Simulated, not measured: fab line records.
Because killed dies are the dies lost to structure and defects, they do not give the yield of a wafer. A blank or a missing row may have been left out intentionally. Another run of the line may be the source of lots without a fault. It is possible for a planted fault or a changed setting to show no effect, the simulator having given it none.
Problem report in the 8D (eight disciplines) form, filled by code	flow sky130	the parts of the form that need people (team, actions taken, sign-off) are left out

== 1. PROBLEM STATEMENT ==
Wafers without a fault read 0.855 a.u., standard deviation 0.005; oes-product-au at SKY_VIA3_ETCH_14 reads a mean of 0.923 a.u. on 9 wafers belonging to 3 lots. That is +14 standard deviations from the usual mean.
The step: etches BARC in N2/H2, stops on SiO2, time 45.9 s, target depth 60 nm.
First observed at day 42 13:10: wafer L432.1, on rie-diel-04. The record has a number at this step for 36 wafers belonging to 12 lots. By rule, "out" or "out of limits" means more than 4 standard deviations away from the usual mean. The rest of the wafers with a number are treated as sound.

== 2. WHAT IT IS, WHAT IT ISN'T ==
question	is	is not
which readings at this step	oes-product-au, run-length-s	drypump-motor-current-A, throttle-valve-pct
which lots	L432, L433, L436	L423, L424, L428, L435, L440, L441, L443, L445, L446
which wafers of those lots	all that have a number	-
read on which tools	rie-diel-04	rie-diel-01, rie-diel-02
when	from day 42 13:10	up to then (9 sound wafers); but 18 sound wafers of L435, L440, L441, L443, L445, L446 came after

== 3. THE SUSPECTS, EACH WITH WHAT RULES IT OUT ==
Counting: a tool at a process step up to the reading stays a suspect if it ran every lot that is out and no sound lot after the first of them.
- rie-diel-04 at SKY_VIA3_ETCH_14 (etches BARC in N2/H2, stops on SiO2, time 45.9 s, target depth 60 nm): ruled out as a lasting fault. After its first lot that is out, L432 (day 42 13:10), sound lots L446 ran on it.
Left after counting: nothing in the record.

== 4. THE CAUSE (what the simulator had put in) ==
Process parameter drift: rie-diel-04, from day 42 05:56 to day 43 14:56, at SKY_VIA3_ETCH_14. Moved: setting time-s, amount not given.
Counting ruled it out, wrongly.

== 5. THE EFFECT CHAIN, in route order ==
Each row: a reading whose mean over the struck wafers that have a number lies more than 3 standard deviations from the usual. Readings are gone through only where the record gives a usual standard deviation; hours: the median, over the lots, of the time from a lot's start at the first step in this table giving one to that lot's start at this step; sigmas: the change measured in usual standard deviations.
hours	step	reading	usual	on struck wafers	change	sigmas
0	SKY_VIA3_ETCH_14	oes-product-au	0.855 a.u.	0.923	+0.068	+14
0	SKY_VIA3_ETCH_14	run-length-s	74.2 s	70.6	-3.6	-9.8
Its process steps:
- SKY_VIA3_ETCH_14: etches BARC in N2/H2, stops on SiO2, time 45.9 s, target depth 60 nm.

== 6. WHAT WOULD HAVE CAUGHT IT SOONER ==
7 hours passed between the start of the fault at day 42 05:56 and the first reading out of limits in this record, taken at day 42 13:10.
